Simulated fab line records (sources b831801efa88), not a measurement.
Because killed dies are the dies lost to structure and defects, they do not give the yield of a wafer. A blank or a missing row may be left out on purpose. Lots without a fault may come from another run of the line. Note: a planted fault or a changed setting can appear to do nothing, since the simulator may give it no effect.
A struck lot beside a sound one / flow sky130 / 16 steps out of a route of 708
Sound: these wafers, L337.2, L337.3, L337.5. Wafers struck: L348.1, L348.2, L348.6. The cause is given at the end.
Per side, at each step with rows, come the tool, then ch with its chambers, and then its first start. Under that, the readings that differ: sound wafers / struck wafers / difference of the means / sigmas: that difference in standard deviations of wafers without a fault.
alike: words and numbers the same on both sides, and readings whose means are apart by under 2 such deviations; not compared: readings that were withheld, readings missing a value for some wafer, numbers with overlapping values and no deviation given by the record, and bounds like >300 which may hide the same value.
The two part at a step that has a row with sigmas, a row that says differs or no value, or rows on one side only. Non-overlapping numbers with no deviation appear without sigmas and do not part them. A reading that every wafer of one side lacks parts them only if that side has two wafers or more.

first, 1 step without rows for these wafers: SKY_VT_ADJUST_LVTN_IMPLANT_19.
SKY_VT_ADJUST_LVTN_STRIP_20: strips in O2/N2.
  sound on plasmaAsher-04 ch 0,1, day 9 05:49; struck on plasmaAsher-04 ch 0,1, day 11 23:25
  alike: drypumpMotorCurrentA, oesProductAu, stripTimeToEndpointS
  not compared: rfHoursCounterH
SKY_VT_ADJUST_LVTN_TW_MEAS_21:
  sound: filmMetro-04 at day 9 05:56; struck: filmMetro-01 at day 11 23:31
  alike: VT_ADJUST_LVTN_2_TW
then, 7 steps without rows for these wafers: SKY_VT_ADJUST_NCORE_DEHYDRATE_00 (time 60 s); SKY_VT_ADJUST_NCORE_HMDS_01 (prime time 60 s); SKY_VT_ADJUST_NCORE_COAT_02 (resist thk 1140 nm); SKY_VT_ADJUST_NCORE_SOFTBAKE_03 (time 60 s); SKY_VT_ADJUST_NCORE_EXPOSE_04 (exposes mask LVTN COMPLEMENT THIN, target cd 380 nm); SKY_VT_ADJUST_NCORE_PEB_05; SKY_VT_ADJUST_NCORE_DEVELOP_06 (develop time 60 s).
SKY_VT_ADJUST_NCORE_CD_MEAS_07: the cd target is 380 nm.
  sound: cdSem-02 at day 10 03:05; struck: cdSem-01 at day 13 00:19
  alike: cdNm
SKY_VT_ADJUST_NCORE_OVL_MEAS_08:
  sound: overlay-02 at day 10 03:11; struck: overlay-01 at day 13 00:26
  alike: VT_ADJUST_NCORE_OVL
SKY_VT_ADJUST_NCORE_IMPLANT_09:
  sound on implanter-03 ch 0, day 10 03:14; struck on implanter-03 ch 0, day 13 00:28
reading=beamEnergyKeV; sound=10.005 9.999 10.003; struck=7.974 7.980 7.978; difference=-2.025; sigmas=-99 or more
reading=model.implant.rpNm (nm); sound=33.23 33.23 33.23; struck=26.63 26.63 26.63; difference=-6.60; sigmas=
reading=model.implant.drpNm (nm); sound=17.11 17.11 17.11; struck=14.61 14.61 14.61; difference=-2.50; sigmas=
SKY_VT_ADJUST_NCORE_STRIP_10: strips in O2/N2.
  sound on plasmaAsher-02 ch 0,1, day 10 03:22; struck on plasmaAsher-04 ch 0,1, day 13 00:37
  alike: drypumpMotorCurrentA, oesProductAu, stripTimeToEndpointS
  not compared: rfHoursCounterH
SKY_VT_ADJUST_NCORE_TW_MEAS_11:
  sound: filmMetro-01 at day 10 03:29; struck: filmMetro-03 at day 13 00:56
reading=VT_ADJUST_NCORE_TW; sound=219.5 218.9 218.9; struck=205.1 206.3 205.9; difference=-13.3; sigmas=-8
  not compared: hold
-- here the record skips 36 days between the struck wafers' starts before and after, leaving off in module VT_ADJUST_NCORE and picking up in module PAD_OPEN (first step shown: number 708 of the route) --
SKY_PAD_OPEN_PROBE_99:
  sound: prober-02 at day 47 08:59; struck: prober-01 at day 49 04:59
reading=model.etest.nfet_16v.rOnOhmUm; sound=1.414e+04 1.404e+04 1.416e+04; struck=1.388e+04 1.351e+04 1.37e+04; difference=-4.167e+02; sigmas=
reading=model.etest.pfetG5v0d10v5.offLog10AUm; sound=-12.08 -12.19 -11.92; struck=-13.11 -13.1 -13.2; difference=-1.07; sigmas=
reading=model.etest.pfetG5v0d10v5.vtSatV (V); sound=-0.5919 -0.5847 -0.5794; struck=-0.6833 -0.6957 -0.717; difference=-0.1133; sigmas=
reading=model.etest.pfet_16v.vtV (V); sound=-1.087 -1.079 -1.075; struck=-1.149 -1.152 -1.144; difference=-0.068; sigmas=
reading=model.etest.pfetG5v0d10v5.vtV (V); sound=-0.7919 -0.7886 -0.7862; struck=-0.8705 -0.8828 -0.9058; difference=-0.0975; sigmas=
reading=model.etest.pfetG5v0d10v5.vtLongV (V); sound=-0.9133 -0.9113 -0.9083; struck=-0.9721 -0.9772 -0.9737; difference=-0.0634; sigmas=
reading=model.etest.nfetG5v0d10v5.bodyRiseV (V); sound=0.6694 0.6665 0.664; struck=0.6483 0.64 0.6447; difference=-0.0223; sigmas=
  alike: killed_at_M0_to_M3, killed_at_M4_up, killedAtContacts, killedAtFrontEnd, killedAtOther, killedDies, killedOpen, killedShort
  not compared: model.etest.resPwellUnderGate.rsOhmSq

## WHERE THEY PART
Earliest at SKY_VT_ADJUST_NCORE_IMPLANT_09; latest, in this record, at SKY_VT_ADJUST_NCORE_TW_MEAS_11. Later steps at which nothing parts them and some readings are alike: SKY_PAD_OPEN_PROBE_99.

WHY: what the simulator had put in
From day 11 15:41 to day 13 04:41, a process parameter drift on implanter-03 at SKY_VT_ADJUST_NCORE_IMPLANT_09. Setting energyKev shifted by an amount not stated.
